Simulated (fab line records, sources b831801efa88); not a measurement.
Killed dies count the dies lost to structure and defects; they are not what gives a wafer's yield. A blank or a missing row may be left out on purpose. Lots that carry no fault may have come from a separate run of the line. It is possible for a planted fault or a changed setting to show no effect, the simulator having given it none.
Matching of chambers / flow sky130 / rie_si-01 running SKY_FIELD_ISO_ETCH_17: 4 sister chambers
The step etches Si in HBr/Cl2/O2, target depth 342 nm, time 97.7 s. 4 wafers are shown with their chamber, then 12 later ones without.

== WAFERS PAIRED WITH THEIR CHAMBERS ==
wafer=L088.5; chamber=2; throttle_valve_pct (%)=25.657
wafer=L090.1; chamber=3; throttle_valve_pct (%)=25.653
wafer=L090.5; chamber=0; throttle_valve_pct (%)=25.660
wafer=L090.6; chamber=1; throttle_valve_pct (%)=25.675

== WAFERS WITH NO CHAMBER GIVEN ==
wafer=L091.2; throttle_valve_pct (%)=25.647
wafer=L091.4; throttle_valve_pct (%)=25.641
wafer=L091.6; throttle_valve_pct (%)=25.667
wafer=L092.1; throttle_valve_pct (%)=25.664
wafer=L092.4; throttle_valve_pct (%)=25.643
wafer=L092.5; throttle_valve_pct (%)=25.649
wafer=L094.1; throttle_valve_pct (%)=25.670
wafer=L094.2; throttle_valve_pct (%)=25.665
wafer=L094.4; throttle_valve_pct (%)=25.653
wafer=L096.1; throttle_valve_pct (%)=25.657
wafer=L096.4; throttle_valve_pct (%)=25.662
wafer=L096.6; throttle_valve_pct (%)=25.651

== EACH ONE'S CHAMBER ==
wafer=L091.2; from the rows above=can't be placed: 3 or 2 or 0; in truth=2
wafer=L091.4; from the rows above=can't be placed: 3 or 2 or 0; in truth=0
wafer=L091.6; from the rows above=can't be placed: 0 or 1 or 2 or 3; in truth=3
wafer=L092.1; from the rows above=can't be placed: 0 or 2 or 1 or 3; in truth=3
wafer=L092.4; from the rows above=can't be placed: 3 or 2 or 0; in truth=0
wafer=L092.5; from the rows above=can't be placed: 3 or 2 or 0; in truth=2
wafer=L094.1; from the rows above=can't be placed: 1 or 0 or 2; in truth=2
wafer=L094.2; from the rows above=can't be placed: 0 or 2 or 1 or 3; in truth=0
wafer=L094.4; from the rows above=can't be placed: 3 or 2 or 0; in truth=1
wafer=L096.1; from the rows above=can't be placed: 2 or 0 or 3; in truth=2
wafer=L096.4; from the rows above=can't be placed: 0 or 2 or 3 or 1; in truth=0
wafer=L096.6; from the rows above=can't be placed: 3 or 2 or 0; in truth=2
0 of 12 placed correctly. These rows do not allow placing 12 (true chamber among the candidates in 11). Number placed wrongly: 0.
How it was worked out, from the rows above alone: a wafer's distance from a chamber is the root of the sum, over the readings, of the square of ((its reading less the chamber's mean) divided by the reading's scatter). The wafer belongs to the nearest chamber; if the next one is less than 2 further off, it can't be placed. The mean given for a chamber averages the wafers shown for that chamber. The scatter (one wafer shown for each chamber): square how far every hidden wafer sits from the nearest shown wafer, average those squares and take the square root.
